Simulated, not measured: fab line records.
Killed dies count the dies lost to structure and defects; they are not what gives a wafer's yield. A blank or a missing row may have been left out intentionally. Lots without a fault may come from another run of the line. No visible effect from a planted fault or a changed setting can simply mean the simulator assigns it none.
Problem report in the 8D (eight disciplines) form, filled by code / flow sky130 / the parts of the form that need people (team, actions taken, sign-off) are left out

== 1. WHAT IS WRONG ==
Wafers without a fault read 9.201e+12, standard deviation 1.2e+10; doseIonsCm2 at SKY_NWELL_IMPLANT_24 reads a mean of 8.424e+12 on 6 wafers belonging to 2 lots. That is -65 standard deviations from the usual mean.
The first sign was on wafer L784.2 at day 9 00:41, on implanter-02. Wafers with a number at this step in the record: 18, from 6 lots. Rule for "out" (also "out of limits"): further than 4 standard deviations from the usual mean. The rest of the wafers with a number are treated as sound.

== 2. WHAT IT IS AND WHAT IT IS NOT ==
question=which readings at this step | is=doseIonsCm2 | is not=-
question=which lots | is=L784, L786 | is not=L774, L776, L785, L791
question=which wafers of those lots | is=all that have a number | is not=-
question=read on which tools | is=implanter-02 | is not=implanter-03, implanter-04
question=when | is=from day 9 00:41 | is not=up to then (6 sound wafers); but 6 sound wafers of L785, L791 came after

== 3. SUSPECTS, AND WHAT RULES EACH OUT ==
Counting: a tool stays on the suspect list if, at a process step up to the reading, it processed all lots that are out and no sound lot following the first of them.
- implanter-02 at SKY_NWELL_IMPLANT_24: kept. All lots that are out passed through it, beginning with L784 at day 9 00:41, and no sound lot followed; its final sound lot before that point was L776 at day 7 00:43. Its own doseIonsCm2 readings are out on those wafers.
Remaining after the count: implanter-02 at SKY_NWELL_IMPLANT_24.

== 4. THE CAUSE (what the simulator had put in) ==
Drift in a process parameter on implanter-02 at SKY_NWELL_IMPLANT_24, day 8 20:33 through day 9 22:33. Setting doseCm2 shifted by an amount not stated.
After counting, this tool was the only one left.

== 5. SEQUENCE OF EFFECTS, ordered by route ==
Rows list readings where the struck wafers' mean (over those with a number) sits beyond 3 standard deviations from the usual. Scope: only readings with a usual standard deviation given in the record; hours: median across lots of the time from each lot's start at the first step in this table that gives one to its start at this step; sigmas: change in usual standard deviations.
hours=0; step=SKY_NWELL_IMPLANT_24; reading=doseIonsCm2; usual=9.201e+12; on struck wafers=8.424e+12; change=-7.775e+11; sigmas=-65
hours=0; step=SKY_NWELL_IMPLANT_24; reading=faradayCurrentUA; usual=51.8; on struck wafers=47.2; change=-4.6; sigmas=-4.8
Its process steps:
- SKY_NWELL_IMPLANT_24

== 6. HOW IT WOULD HAVE BEEN CAUGHT EARLIER ==
4 hours passed between the start of the fault at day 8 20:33 and the first reading out of limits in this record, taken at day 9 00:41.
